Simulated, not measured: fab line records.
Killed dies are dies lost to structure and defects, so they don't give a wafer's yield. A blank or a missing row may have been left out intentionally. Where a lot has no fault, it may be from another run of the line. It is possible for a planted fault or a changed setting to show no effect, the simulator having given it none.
A struck lot beside a sound one -- flow sky130 -- 17 steps out of a route of 708
Sound: the wafers L200.1, L200.2, L200.6. Wafers L218.4, L218.5 were the ones struck. Last of all comes the cause.
Each step with rows lists, per side, the tool, then ch with its chambers, then its first start. Under that, the readings that differ: sound wafers -- struck wafers -- difference of the means -- sigmas: that difference in standard deviations of wafers without a fault.
alike: readings with means less than 2 such deviations apart, plus words and numbers identical on both sides. not compared: withheld readings, readings lacking a value on some wafer, bounds such as >300 that could conceal the same value, and numbers that have no deviation in the record and whose values overlap.
Wherever a step has rows on one side only, a row that says differs or no value, or a row with sigmas, the two part there. Non-overlapping numbers with no deviation appear without sigmas and do not part them. Lack of a reading on every wafer of one side parts them only where that side has two or more wafers.

SKY_FIELD_ISO_THK_MEAS_02:
  sound on filmMetro-02 at day 2 19:14; struck on filmMetro-04 at day 6 07:05
reading,sound,struck,difference,sigmas
FIELD_ISO_OXIDATION_00_THK (nm),12.20 12.26 12.52,11.82 11.77,-0.53,-2
then, 1 step without rows for these wafers: SKY_FIELD_ISO_CVD_03 (deposits Si3N4 from DCS/NH3, target thk 165 nm, time 2830 s).
SKY_FIELD_ISO_THK_MEAS_04:
  sound on filmMetro-03 at day 2 23:46; struck on filmMetro-03 at day 6 10:00
  alike: FIELD_ISO_CVD_03_THK
then, 8 steps without rows for these wafers: SKY_FIELD_ISO_DEHYDRATE_05 (time 60 s); SKY_FIELD_ISO_HMDS_06 (prime time 60 s); SKY_FIELD_ISO_COAT_07 (resist thk 60 nm); SKY_FIELD_ISO_COAT_08 (resist thk 450 nm); SKY_FIELD_ISO_SOFTBAKE_09 (time 90 s); SKY_FIELD_ISO_EXPOSE_10 (exposes mask FOM, target cd 150 nm); SKY_FIELD_ISO_PEB_11; SKY_FIELD_ISO_DEVELOP_12 (develop time 60 s).
SKY_FIELD_ISO_CD_MEAS_13: the cd target is 150 nm.
  sound on cdSem-02 at day 3 15:11; struck on cdSem-01 at day 7 05:34
  alike: cdNm
SKY_FIELD_ISO_ETCH_14: etches BARC in N2/H2, stops on SiO2, time 45.9 s, target depth 60 nm.
  sound on rieDiel-02 ch 2,3, day 3 15:18; struck on rieDiel-03 ch 1,3, day 7 05:37
reading,sound,struck,difference,sigmas
oesProductAu (a.u.),0.853 0.859 0.853,0.997 1.009,+0.148,+31
runLengthS (s),74.0 73.8 73.8,40.4 40.9,-33.2,-92
model.etch.depthNm (nm),60.06 60.24 60.05,20.54 20.44,-39.63,
model.KrF-thick_of_FIELD_ISO_COAT_08.thkNm (nm),396.5 396 394.1,427.7 427.9,+32.3,
model.FIELD_ISO.cdNm (nm),148.9 148.2 148.3,155.9 157.4,+8.2,
  alike: drypumpMotorCurrentA, throttleValvePct
  not compared: rfHoursCounterH
SKY_FIELD_ISO_ETCH_15: etches the open film in CHF3/O2, stops on Si, target depth 180 nm, time 72 s.
  sound on rieDiel-02 ch 2,3, day 3 15:20; struck on rieDiel-03 ch 1,3, day 7 05:40
reading,sound,struck,difference,sigmas
oesProductAu (a.u.),0.950 0.942 0.945,0.376 0.373,-0.571,-82
runLengthS (s),99.8 99.9 99.7,100.3 101.3,+1.0,+3
throttleValvePct (%),8.857 8.844 8.841,8.677 8.679,-0.169,-18
model.KrF-thick_of_FIELD_ISO_COAT_08.thkNm (nm),242.7 242.2 237.2,271.6 271.9,+31.1,
  alike: drypumpMotorCurrentA
  not compared: rfHoursCounterH
SKY_FIELD_ISO_STRIP_16: strips in O2/N2.
  sound on plasmaAsher-02 ch 0,1, day 3 15:24; struck on plasmaAsher-03 ch 1, day 7 05:46
reading,sound,struck,difference,sigmas
oesProductAu (a.u.),0.375 0.365 0.377,0.391 0.393,+0.020,+4
stripTimeToEndpointS (s),3.621 3.620 3.554,3.908 3.917,+0.314,+11
  alike: drypumpMotorCurrentA
  not compared: rfHoursCounterH
SKY_FIELD_ISO_ETCH_17: etches Si in HBr/Cl2/O2, target depth 342 nm, time 97.7 s.
  sound on rieSi-02 ch 0,1,3, day 3 15:30; struck on rieSi-02 ch 0,3, day 7 05:49
reading,sound,struck,difference,sigmas
model.FIELD_ISO.cdNm (nm),149.3 149.1 148.6,154.7 156.9,+6.8,
  alike: drypumpMotorCurrentA, oesProductAu, runLengthS, throttleValvePct
  not compared: rfHoursCounterH
then, 1 step without rows for these wafers: SKY_FIELD_ISO_WET_ETCH_18 (etches Si3N4 in H3PO4, target depth 25 nm, time 286 s).

== WHERE THEY PART ==
First at SKY_FIELD_ISO_THK_MEAS_02; last, within this record, at SKY_FIELD_ISO_STRIP_16. Later steps at which nothing parts them and some readings are alike: SKY_FIELD_ISO_ETCH_17.

WHY: the cause the simulator had injected
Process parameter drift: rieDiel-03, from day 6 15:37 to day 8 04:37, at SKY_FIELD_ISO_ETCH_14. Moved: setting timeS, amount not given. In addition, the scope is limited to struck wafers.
